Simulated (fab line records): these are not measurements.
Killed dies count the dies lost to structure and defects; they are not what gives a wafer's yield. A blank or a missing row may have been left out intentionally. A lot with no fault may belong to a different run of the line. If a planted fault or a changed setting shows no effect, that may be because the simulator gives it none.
fab line records / flow sky130
record: lots: 6 wafers: 18 lastDay: 50
route steps=708 shown VT_ADJUST_LVTN@100
lots that met no fault: from a run of the same line without faults
startH: hours from the record's opening day to when the first of the lot's shown wafers began / waitH: how many hours have passed since the lot's step before this one / " the same as in the row above / L1.1+2: a single row standing in for several wafers / - no value present, or no start provided / * or withheld: withheld / < > ~ a bound
route shown NAME@n: names a module that has steps shown in the file, with the first one's number in the route / usual: average and standard deviation across the fault-free wafers / same: alike in all rows / chamber/n: place in a boat / sites: each site's reading / _std_site: how widely they spread, as a standard deviation / _edge_site: outer sites' mean less inner sites' / radiusMm: how far each site lies from the wafer's centre / mask NAME#n: copy n / behind: the most recent tool/chamber to have shaped the wafer / hold: why the lot was held/for how many hours/how that ended / device: the transistor (n, p or np) that didn't switch / end of line: the route-end tests of the same wafers / step lacking rows: just its recipe / killed: dies that structure and defects cost at the first sort, which is not the same as the wafer's yield / map: shows each die of a wafer: x if killed, . if not, _ if none is there
set.NAME: the run value of the setting; set.NAME@STEP: its run value at that earlier step / model.NAME: the simulator's own value behind a step, which no gauge read
a table for each step, a row for each wafer; lots at some steps of the route
services: when a tool's chamber went out of use (startH, in hours from the record's first day, below 0 if earlier), for how many hours, and the reason
== steps ==
step: SKY_VT_ADJUST_LVTN_SOFTBAKE_03
recipe: tempC: 110 timeS: withheld
step: SKY_VT_ADJUST_LVTN_EXPOSE_04
recipe: maskId: NWM_COMPLEMENT_LESS_NATIVE na: 0.6 sourceShape: conventional sigmaOuter: 0.6 polarization: unpolarized targetCdNm: 840 doseMj: 194
step: SKY_VT_ADJUST_LVTN_PEB_05
recipe: tempC: 115 timeS: withheld
step: SKY_VT_ADJUST_LVTN_DEVELOP_06
recipe: wallAngleDeg: 90 developer: TMAH developTimeS: 60 devTempC: 23
step: SKY_VT_ADJUST_LVTN_OVL_MEAS_07
usual: VT_ADJUST_LVTN_OVL: -0.4/1.4
lot.wafer=L448.1 tool=overlay-01 chamber=- startH=140.45 waitH=- VT_ADJUST_LVTN_OVL[nm]=0.3
lot.wafer=L448.5 tool=overlay-01 chamber=- startH=140.45 waitH=- VT_ADJUST_LVTN_OVL[nm]=1.2
lot.wafer=L448.6 tool=overlay-01 chamber=- startH=140.45 waitH=- VT_ADJUST_LVTN_OVL[nm]=1.4
lot.wafer=L462.1 tool=overlay-01 chamber=- startH=243.60 waitH=- VT_ADJUST_LVTN_OVL[nm]=0.8
lot.wafer=L462.2 tool=overlay-01 chamber=- startH=243.60 waitH=- VT_ADJUST_LVTN_OVL[nm]=1.6
lot.wafer=L462.5 tool=overlay-01 chamber=- startH=243.60 waitH=- VT_ADJUST_LVTN_OVL[nm]=2.2
lot.wafer=L463.2 tool=overlay-02 chamber=- startH=251.06 waitH=- VT_ADJUST_LVTN_OVL[nm]=-0.4
lot.wafer=L463.4 tool=overlay-02 chamber=- startH=251.06 waitH=- VT_ADJUST_LVTN_OVL[nm]=-1.4
lot.wafer=L463.5 tool=overlay-02 chamber=- startH=251.06 waitH=- VT_ADJUST_LVTN_OVL[nm]=-2.0
lot.wafer=L465.1 tool=overlay-01 chamber=- startH=269.17 waitH=- VT_ADJUST_LVTN_OVL[nm]=1.0
lot.wafer=L465.4 tool=overlay-01 chamber=- startH=269.17 waitH=- VT_ADJUST_LVTN_OVL[nm]=-1.0
lot.wafer=L465.6 tool=overlay-01 chamber=- startH=269.17 waitH=- VT_ADJUST_LVTN_OVL[nm]=-1.2
lot.wafer=L468.1 tool=overlay-02 chamber=- startH=304.42 waitH=- VT_ADJUST_LVTN_OVL[nm]=-2.2
lot.wafer=L468.4 tool=overlay-02 chamber=- startH=304.42 waitH=- VT_ADJUST_LVTN_OVL[nm]=-1.1
lot.wafer=L468.5 tool=overlay-02 chamber=- startH=304.42 waitH=- VT_ADJUST_LVTN_OVL[nm]=-0.7
lot.wafer=L470.2 tool=overlay-01 chamber=- startH=313.46 waitH=- VT_ADJUST_LVTN_OVL[nm]=-3.4
lot.wafer=L470.3 tool=overlay-01 chamber=- startH=313.46 waitH=- VT_ADJUST_LVTN_OVL[nm]=-1.3
lot.wafer=L470.5 tool=overlay-01 chamber=- startH=313.46 waitH=- VT_ADJUST_LVTN_OVL[nm]=-3.4
step: SKY_VT_ADJUST_LVTN_IMPLANT_08
recipe: species: B energyKev: 30 doseCm2: 1.57e+12 tiltDeg: withheld
step: SKY_VT_ADJUST_LVTN_STRIP_09
recipe: chemistry: O2/N2 powerW: 1400 pressureMtorr: 1500 platenTempC: withheld o2FlowSccm: 3000 n2FlowSccm: 300 overashFraction: 0.5
usual: drypumpMotorCurrentA: 6.0/0.51 o2FlowSccm: 3002/8.9 oesProductAu: 0.723/0.0044 stripTimeToEndpointS: 36.93/0.095
same: overashFraction: 0.5
lot.wafer=L448.1 tool=plasmaAsher-04 chamber=1 startH=140.64 waitH=0.1 drypumpMotorCurrentA=5.1 o2FlowSccm=3005 oesProductAu=0.723 rfHoursCounterH=46 stripTimeToEndpointS=36.76
lot.wafer=L448.5 tool=plasmaAsher-04 chamber=0 startH=140.64 waitH=0.1 drypumpMotorCurrentA=6.3 o2FlowSccm=3008 oesProductAu=0.723 rfHoursCounterH=- stripTimeToEndpointS=36.75
lot.wafer=L448.6 tool=plasmaAsher-04 chamber=1 startH=140.64 waitH=0.1 drypumpMotorCurrentA=5.1 o2FlowSccm=2992 oesProductAu=0.718 rfHoursCounterH=- stripTimeToEndpointS=36.88
lot.wafer=L462.1 tool=plasmaAsher-02 chamber=1 startH=243.79 waitH=0.1 drypumpMotorCurrentA=6.3 o2FlowSccm=2990 oesProductAu=0.722 rfHoursCounterH=44 stripTimeToEndpointS=36.92
lot.wafer=L462.2 tool=plasmaAsher-02 chamber=0 startH=243.79 waitH=0.1 drypumpMotorCurrentA=6.4 o2FlowSccm=3002 oesProductAu=0.721 rfHoursCounterH=44 stripTimeToEndpointS=36.90
lot.wafer=L462.5 tool=plasmaAsher-02 chamber=0 startH=243.79 waitH=0.1 drypumpMotorCurrentA=6.4 o2FlowSccm=3011 oesProductAu=0.735 rfHoursCounterH=- stripTimeToEndpointS=36.92
lot.wafer=L463.2 tool=plasmaAsher-02 chamber=1 startH=251.24 waitH=0.1 drypumpMotorCurrentA=6.3 o2FlowSccm=3005 oesProductAu=0.722 rfHoursCounterH=45 stripTimeToEndpointS=37.00
lot.wafer=L463.4 tool=plasmaAsher-02 chamber=1 startH=251.24 waitH=0.1 drypumpMotorCurrentA=6.3 o2FlowSccm=3012 oesProductAu=0.717 rfHoursCounterH=- stripTimeToEndpointS=37.02
lot.wafer=L463.5 tool=plasmaAsher-02 chamber=0 startH=251.24 waitH=0.1 drypumpMotorCurrentA=6.4 o2FlowSccm=3011 oesProductAu=0.728 rfHoursCounterH=- stripTimeToEndpointS=36.97
lot.wafer=L465.1 tool=plasmaAsher-02 chamber=0 startH=269.36 waitH=0.1 drypumpMotorCurrentA=6.4 o2FlowSccm=3001 oesProductAu=0.719 rfHoursCounterH=46 stripTimeToEndpointS=36.93
lot.wafer=L465.4 tool=plasmaAsher-02 chamber=0 startH=269.36 waitH=0.1 drypumpMotorCurrentA=6.4 o2FlowSccm=3003 oesProductAu=0.719 rfHoursCounterH=- stripTimeToEndpointS=36.87
lot.wafer=L465.6 tool=plasmaAsher-02 chamber=0 startH=269.36 waitH=0.1 drypumpMotorCurrentA=6.4 o2FlowSccm=3002 oesProductAu=0.717 rfHoursCounterH=- stripTimeToEndpointS=36.93
lot.wafer=L468.1 tool=plasmaAsher-03 chamber=0 startH=304.61 waitH=0.1 drypumpMotorCurrentA=5.7 o2FlowSccm=2998 oesProductAu=0.715 rfHoursCounterH=18 stripTimeToEndpointS=36.85
lot.wafer=L468.4 tool=plasmaAsher-03 chamber=0 startH=304.61 waitH=0.1 drypumpMotorCurrentA=5.8 o2FlowSccm=2998 oesProductAu=0.726 rfHoursCounterH=- stripTimeToEndpointS=36.96
lot.wafer=L468.5 tool=plasmaAsher-03 chamber=1 startH=304.61 waitH=0.1 drypumpMotorCurrentA=5.3 o2FlowSccm=3010 oesProductAu=0.719 rfHoursCounterH=- stripTimeToEndpointS=36.93
lot.wafer=L470.2 tool=plasmaAsher-03 chamber=0 startH=313.64 waitH=0.1 drypumpMotorCurrentA=5.7 o2FlowSccm=3000 oesProductAu=0.725 rfHoursCounterH=19 stripTimeToEndpointS=36.86
lot.wafer=L470.3 tool=plasmaAsher-03 chamber=1 startH=313.64 waitH=0.1 drypumpMotorCurrentA=5.3 o2FlowSccm=3000 oesProductAu=0.710 rfHoursCounterH=- stripTimeToEndpointS=36.96
lot.wafer=L470.5 tool=plasmaAsher-03 chamber=1 startH=313.64 waitH=0.1 drypumpMotorCurrentA=5.3 o2FlowSccm=3009 oesProductAu=0.725 rfHoursCounterH=- stripTimeToEndpointS=36.86
step: SKY_VT_ADJUST_LVTN_TW_MEAS_10
usual: VT_ADJUST_LVTN_TW: 243.3/1.9
lot.wafer=L448.1 tool=filmMetro-01 chamber=- startH=140.74 waitH=0.1 VT_ADJUST_LVTN_TW=241.7
lot.wafer=L448.5 tool=filmMetro-01 chamber=- startH=140.74 waitH=0.1 VT_ADJUST_LVTN_TW=240.2
lot.wafer=L448.6 tool=filmMetro-01 chamber=- startH=140.74 waitH=0.1 VT_ADJUST_LVTN_TW=242.1
lot.wafer=L462.1 tool=filmMetro-04 chamber=- startH=243.89 waitH=0.1 VT_ADJUST_LVTN_TW=242.1
lot.wafer=L462.2 tool=filmMetro-04 chamber=- startH=243.89 waitH=0.1 VT_ADJUST_LVTN_TW=242.8
lot.wafer=L462.5 tool=filmMetro-04 chamber=- startH=243.89 waitH=0.1 VT_ADJUST_LVTN_TW=241.9
lot.wafer=L463.2 tool=filmMetro-02 chamber=- startH=251.35 waitH=0.1 VT_ADJUST_LVTN_TW=246.5
lot.wafer=L463.4 tool=filmMetro-02 chamber=- startH=251.35 waitH=0.1 VT_ADJUST_LVTN_TW=246.7
lot.wafer=L463.5 tool=filmMetro-02 chamber=- startH=251.35 waitH=0.1 VT_ADJUST_LVTN_TW=244.7
lot.wafer=L465.1 tool=filmMetro-02 chamber=- startH=269.46 waitH=0.1 VT_ADJUST_LVTN_TW=244.4
lot.wafer=L465.4 tool=filmMetro-02 chamber=- startH=269.46 waitH=0.1 VT_ADJUST_LVTN_TW=243.7
lot.wafer=L465.6 tool=filmMetro-02 chamber=- startH=269.46 waitH=0.1 VT_ADJUST_LVTN_TW=244.5
lot.wafer=L468.1 tool=filmMetro-04 chamber=- startH=304.71 waitH=0.1 VT_ADJUST_LVTN_TW=243.1
lot.wafer=L468.4 tool=filmMetro-04 chamber=- startH=304.71 waitH=0.1 VT_ADJUST_LVTN_TW=243.2
lot.wafer=L468.5 tool=filmMetro-04 chamber=- startH=304.71 waitH=0.1 VT_ADJUST_LVTN_TW=241.7
lot.wafer=L470.2 tool=filmMetro-02 chamber=- startH=313.75 waitH=0.1 VT_ADJUST_LVTN_TW=246.0
lot.wafer=L470.3 tool=filmMetro-02 chamber=- startH=313.75 waitH=0.1 VT_ADJUST_LVTN_TW=244.5
lot.wafer=L470.5 tool=filmMetro-02 chamber=- startH=313.75 waitH=0.1 VT_ADJUST_LVTN_TW=243.7
step: SKY_VT_ADJUST_LVTN_DEHYDRATE_11
recipe: tempC: 200 timeS: 60
step: SKY_VT_ADJUST_LVTN_HMDS_12
recipe: primeTimeS: 60 primeTempC: 120
step: SKY_VT_ADJUST_LVTN_COAT_13
recipe: resist: NOVOLAK spinRpm: 3000 resistThkNm: 1140
step: SKY_VT_ADJUST_LVTN_SOFTBAKE_14
recipe: tempC: 90 timeS: 60 resist: NOVOLAK
step: SKY_VT_ADJUST_LVTN_EXPOSE_15
recipe: maskId: HVN_STD_DERIVED na: 0.6 sourceShape: conventional sigmaOuter: 0.6 polarization: unpolarized targetCdNm: 600 doseMj: 163
usual: exposureDoseMJCm2: 163.01/0.17 focusOffsetNm: 0.0/0.46
lot.wafer=L448.1 tool=ilineStepper-01 chamber=0 startH=151.13 waitH=- mask=HVN_STD_DERIVED#0 exposureDoseMJCm2=162.98 focusOffsetNm=-0.5 model.VT_ADJUST_LVTN.overlayXNm=-0.8632
lot.wafer=L448.5 tool=ilineStepper-01 chamber=0 startH=151.13 waitH=- mask=HVN_STD_DERIVED#0 exposureDoseMJCm2=163.16 focusOffsetNm=0.6 model.VT_ADJUST_LVTN.overlayXNm=-0.8632
lot.wafer=L448.6 tool=ilineStepper-01 chamber=0 startH=151.13 waitH=- mask=HVN_STD_DERIVED#0 exposureDoseMJCm2=163.02 focusOffsetNm=0.6 model.VT_ADJUST_LVTN.overlayXNm=-0.8632
lot.wafer=L462.1 tool=ilineStepper-01 chamber=- startH=254.82 waitH=- mask=HVN_STD_DERIVED#0 exposureDoseMJCm2=- focusOffsetNm=- model.VT_ADJUST_LVTN.overlayXNm=1.695
lot.wafer=L462.2 tool=ilineStepper-01 chamber=- startH=254.82 waitH=- mask=HVN_STD_DERIVED#0 exposureDoseMJCm2=- focusOffsetNm=- model.VT_ADJUST_LVTN.overlayXNm=1.695
lot.wafer=L462.5 tool=ilineStepper-01 chamber=- startH=254.82 waitH=- mask=HVN_STD_DERIVED#0 exposureDoseMJCm2=- focusOffsetNm=- model.VT_ADJUST_LVTN.overlayXNm=1.695
lot.wafer=L463.2 tool=ilineStepper-01 chamber=- startH=264.58 waitH=- mask=HVN_STD_DERIVED#0 exposureDoseMJCm2=- focusOffsetNm=- model.VT_ADJUST_LVTN.overlayXNm=-1.64
lot.wafer=L463.4 tool=ilineStepper-01 chamber=- startH=264.58 waitH=- mask=HVN_STD_DERIVED#0 exposureDoseMJCm2=- focusOffsetNm=- model.VT_ADJUST_LVTN.overlayXNm=-1.64
lot.wafer=L463.5 tool=ilineStepper-01 chamber=- startH=264.58 waitH=- mask=HVN_STD_DERIVED#0 exposureDoseMJCm2=- focusOffsetNm=- model.VT_ADJUST_LVTN.overlayXNm=-1.64
lot.wafer=L465.1 tool=ilineStepper-01 chamber=0 startH=282.03 waitH=- mask=HVN_STD_DERIVED#0 exposureDoseMJCm2=162.95 focusOffsetNm=0.5 model.VT_ADJUST_LVTN.overlayXNm=-0.1966
lot.wafer=L465.4 tool=ilineStepper-01 chamber=0 startH=282.03 waitH=- mask=HVN_STD_DERIVED#0 exposureDoseMJCm2=162.84 focusOffsetNm=-0.2 model.VT_ADJUST_LVTN.overlayXNm=-0.1966
lot.wafer=L465.6 tool=ilineStepper-01 chamber=0 startH=282.03 waitH=- mask=HVN_STD_DERIVED#0 exposureDoseMJCm2=162.88 focusOffsetNm=0.3 model.VT_ADJUST_LVTN.overlayXNm=-0.1966
lot.wafer=L468.1 tool=ilineStepper-02 chamber=0 startH=318.43 waitH=- mask=HVN_STD_DERIVED#0 exposureDoseMJCm2=163.10 focusOffsetNm=0.1 model.VT_ADJUST_LVTN.overlayXNm=-0.752
lot.wafer=L468.4 tool=ilineStepper-02 chamber=0 startH=318.43 waitH=- mask=HVN_STD_DERIVED#0 exposureDoseMJCm2=162.98 focusOffsetNm=0.1 model.VT_ADJUST_LVTN.overlayXNm=-0.752
lot.wafer=L468.5 tool=ilineStepper-02 chamber=0 startH=318.43 waitH=- mask=HVN_STD_DERIVED#0 exposureDoseMJCm2=162.99 focusOffsetNm=0.2 model.VT_ADJUST_LVTN.overlayXNm=-0.752
lot.wafer=L470.2 tool=ilineStepper-02 chamber=0 startH=327.29 waitH=- mask=HVN_STD_DERIVED#0 exposureDoseMJCm2=163.07 focusOffsetNm=-0.6 model.VT_ADJUST_LVTN.overlayXNm=1.024
lot.wafer=L470.3 tool=ilineStepper-02 chamber=0 startH=327.29 waitH=- mask=HVN_STD_DERIVED#0 exposureDoseMJCm2=163.27 focusOffsetNm=0.0 model.VT_ADJUST_LVTN.overlayXNm=1.024
lot.wafer=L470.5 tool=ilineStepper-02 chamber=0 startH=327.29 waitH=- mask=HVN_STD_DERIVED#0 exposureDoseMJCm2=162.99 focusOffsetNm=0.5 model.VT_ADJUST_LVTN.overlayXNm=1.024
step: SKY_VT_ADJUST_LVTN_PEB_16
recipe: tempC: withheld timeS: * resist: NOVOLAK
== services ==
tool=plasmaAsher-03 chamber=0 startH=117.75 hours=- kind=clean
tool=plasmaAsher-03 chamber=1 startH=117.75 hours=- kind=clean
tool=ilineStepper-02 chamber=- startH=136.27 hours=2.4 kind=repair
tool=plasmaAsher-04 chamber=- startH=155.72 hours=13.8 kind=repair
tool=plasmaAsher-03 chamber=- startH=190.67 hours=2.8 kind=pm
tool=ilineStepper-01 chamber=- startH=195.42 hours=1.3 kind=repair
tool=ilineStepper-02 chamber=- startH=202.11 hours=9.9 kind=repair
tool=plasmaAsher-02 chamber=- startH=232.02 hours=2.8 kind=repair
tool=ilineStepper-02 chamber=- startH=236.64 hours=- kind=consumableReplace:lamp
tool=ilineStepper-02 chamber=- startH=243.32 hours=1.7 kind=pm
tool=ilineStepper-01 chamber=- startH=245.56 hours=0.6 kind=repair
tool=plasmaAsher-04 chamber=- startH=279.86 hours=3.0 kind=repair
tool=ilineStepper-02 chamber=- startH=286.85 hours=6.7 kind=repair
tool=ilineStepper-01 chamber=- startH=297.42 hours=1.7 kind=pm
== key ==
firstSign: step: SKY_VT_ADJUST_LVTN_EXPOSE_15 reading: toolRecord direction: missing
effect none on later readings
modelEffect: step: SKY_VT_ADJUST_LVTN_EXPOSE_15 value: VT_ADJUST_LVTN.overlayXNm without: -0.8627 struck: 0.02733
metAt SKY_VT_ADJUST_LVTN_EXPOSE_15
struckWafers L462.1,L462.2,L462.5,L463.2,L463.4,L463.5
sortLeftOut L462.1,L462.2,L462.5,L463.2,L463.4,L463.5
testerLeftOut L462,L463
onsetBetween 151.13 254.82
fault: kind: skippedStepWhole tool: ilineStepper-01 chamber: - onsetH: 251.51 steps: SKY_VT_ADJUST_LVTN_EXPOSE_15 scope: struckLotsOnly
testerLeftOut: of these lots the tester's yield and bins aren't shown, on N5 and GAA mostly nor the transistor test; their killed dies are dies lost to structure and defects alone, not to doping, threshold or leakage, so they don't give the yield
sortLeftOut: the simulated sort isn't trusted on such a fault, so these wafers' sort isn't shown, and their yield isn't known
